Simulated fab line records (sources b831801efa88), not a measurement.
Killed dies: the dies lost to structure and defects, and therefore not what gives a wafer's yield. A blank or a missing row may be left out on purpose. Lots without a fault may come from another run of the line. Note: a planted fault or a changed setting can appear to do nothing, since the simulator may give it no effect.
Struck lot and sound lot, side by side | flow sky130 | 17 steps out of a route of 708
Sound: the wafers L269.1, L269.2, L269.3. Wafers L270.1, L270.2, L270.6 were the ones struck. The cause comes at the end.
At each step with rows: each side's tool, then ch and its chambers, then its first start. Under that, the readings that differ: sound wafers | struck wafers | difference of the means | sigmas: that difference in standard deviations of wafers without a fault.
alike: same words and numbers on both sides, and readings whose means sit less than 2 such deviations apart. not compared: any withheld reading, any reading some wafer has no value for, any bound like >300 that may hide the same value, and any number with overlapping values for which the record gives no deviation.
A row with sigmas, a row that says differs or no value, or rows on one side alone: a step with any of these is where the two part. Numbers that have no deviation but don't overlap get no sigmas and don't part them. A reading missing from all wafers of one side parts the sides only when that side holds two or more wafers.

first, 3 steps without rows for these wafers: SKY_SONOS_ONO_WET_ETCH_18 (etches Si3N4 in H3PO4, target depth 15 nm, time 172 s); SKY_GATE_OXIDE_CLEAN_00 (cleans in SC1/SC2, time 150 s); SKY_GATE_OXIDE_OXIDATION_01 (stabilise 600 s, purge 300 s, target thk 10.268 nm).
SKY_GATE_OXIDE_THK_MEAS_02:
  sound on film_metro-01 at day 14 14:44; struck on film_metro-01 at day 14 19:15
  reading                          | sound            | struck            | difference | sigmas
  GATE_OXIDE_OXIDATION_00_THK (nm) | 9.91 10.01 10.05 | 10.35 10.79 10.40 | +0.52      | +3
then, 7 steps without rows for these wafers: SKY_GATE_OXIDE_DEHYDRATE_03 (time 60 s); SKY_GATE_OXIDE_HMDS_04 (prime time 60 s); SKY_GATE_OXIDE_COAT_05 (resist thk 1140 nm); SKY_GATE_OXIDE_SOFTBAKE_06 (time 60 s); SKY_GATE_OXIDE_EXPOSE_07 (exposes mask LVOM, target cd 600 nm); SKY_GATE_OXIDE_PEB_08; SKY_GATE_OXIDE_DEVELOP_09 (develop time 60 s).
SKY_GATE_OXIDE_OVL_MEAS_10:
  sound on overlay-02 at day 15 17:32; struck on overlay-02 at day 15 22:30
  alike: GATE_OXIDE_OVL
SKY_GATE_OXIDE_IMPLANT_11:
  sound on implanter-02 ch 0, day 15 17:35; struck on implanter-04 ch 0, day 15 22:51
then, 1 step without rows for these wafers: SKY_GATE_OXIDE_WET_ETCH_12 (etches SiO2 in dHF, target depth 16.8 nm, time 336 s).
SKY_GATE_OXIDE_STRIP_13: strips in O2/N2.
  sound on plasma_asher-01 ch 0,1, day 15 17:50; struck on plasma_asher-01 ch 0,1, day 15 23:19
  alike: drypump_motor_current_A, oes_product_au, strip_time_to_endpoint_s
  not compared: rf_hours_counter_h
SKY_GATE_OXIDE_TW_MEAS_14:
  sound on film_metro-01 at day 15 17:56; struck on film_metro-02 at day 15 23:46
  reading       | sound             | struck            | difference | sigmas
  GATE_OXIDE_TW | 225.5 224.9 225.5 | 269.8 269.6 270.8 | +44.8      | +19
then, 1 step without rows for these wafers: SKY_GATE_OXIDE_CLEAN_15 (cleans in SC1/SC2, time 150 s).

## WHERE THEY PART
First at SKY_GATE_OXIDE_THK_MEAS_02; last, within this record, at SKY_GATE_OXIDE_TW_MEAS_14.

WHY: what the simulator had put in
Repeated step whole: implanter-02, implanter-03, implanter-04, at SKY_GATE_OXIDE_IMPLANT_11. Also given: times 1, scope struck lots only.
